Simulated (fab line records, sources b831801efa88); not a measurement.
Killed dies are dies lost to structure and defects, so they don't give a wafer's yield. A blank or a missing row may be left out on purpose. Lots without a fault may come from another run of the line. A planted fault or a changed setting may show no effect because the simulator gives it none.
Chamber matching | flow sfq_line | SFQ_TRILAYER_I1_CMP_CMP_046 on cmp-02: 4 sister chambers
The step polishes SiO2. 14 wafers are shown with their chamber, then 7 later ones without.

WAFERS WITH THEIR CHAMBER
wafer  | chamber | motor_current_A (A) | edge_zone_pressure_frac | time_to_endpoint_s (s)
L734.3 | 1       | 8.9                 | 1.004                   | 204
L734.4 | 0       | 10.0                | 1.003                   | 231
L734.6 | 1       | 8.9                 | 1.000                   | 213
L736.1 | 3       | 11.1                | 1.000                   | 225
L736.4 | 0       | 9.8                 | 1.002                   | 224
L736.6 | 1       | 8.7                 | 0.998                   | 216
L748.1 | 0       | 10.0                | 0.996                   | 213
L748.2 | 3       | 11.8                | 0.991                   | 206
L748.6 | 1       | 9.1                 | 1.000                   | 214
L750.2 | 0       | 10.1                | 1.003                   | 209
L750.3 | 2       | 8.9                 | 0.995                   | 217
L750.4 | 3       | 11.4                | 0.989                   | 213
L751.1 | 0       | 10.2                | 0.993                   | 211
L751.5 | 2       | 8.6                 | 0.994                   | 219

SIGNATURES (means of the wafers above)
reading                 | chamber 0 | chamber 1 | chamber 2 | chamber 3 | scatter within a chamber
motor_current_A         | 10.020    | 8.900     | 8.750     | 11.433    | 0.214
edge_zone_pressure_frac | 0.99940   | 1.00050   | 0.99450   | 0.99333   | 0.00416
time_to_endpoint_s      | 217.60    | 211.75    | 218.00    | 214.67    | 7.94
Rule: a wafer's distance from a chamber is the root of the sum, over the readings, of the square of ((its reading less the chamber's mean) divided by the reading's scatter). The wafer belongs to the nearest chamber; if the next one is less than 2 further off, it can't be placed. The scatter: the root of (the sum of the squares of (reading less its chamber's mean) over the shown wafers, divided by (wafers less chambers)).

WAFERS WITHOUT THEIR CHAMBER
wafer  | motor_current_A (A) | edge_zone_pressure_frac | time_to_endpoint_s (s)
L751.6 | 8.5                 | 0.996                   | 209
L753.4 | 8.4                 | 1.000                   | 211
L753.2 | 10.2                | 1.004                   | 217
L753.6 | 8.5                 | 1.000                   | 214
L754.3 | 8.8                 | 1.002                   | 222
L754.4 | 12.0                | 1.000                   | 223
L754.2 | 8.5                 | 1.005                   | 215

WHICH CHAMBER EACH WENT THROUGH
wafer  | from the rows above     | in truth
L751.6 | can't be placed: 2 or 1 | 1
L753.4 | can't be placed: 2 or 1 | 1
L753.2 | 0                       | 0
L753.6 | can't be placed: 2 or 1 | 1
L754.3 | can't be placed: 1 or 2 | 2
L754.4 | 3                       | 3
L754.2 | can't be placed: 1 or 2 | 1
Placed correctly: 2 of 7. Can't be placed from these rows: 5 (the true chamber is among the candidates in 5). Placed wrongly: 0.
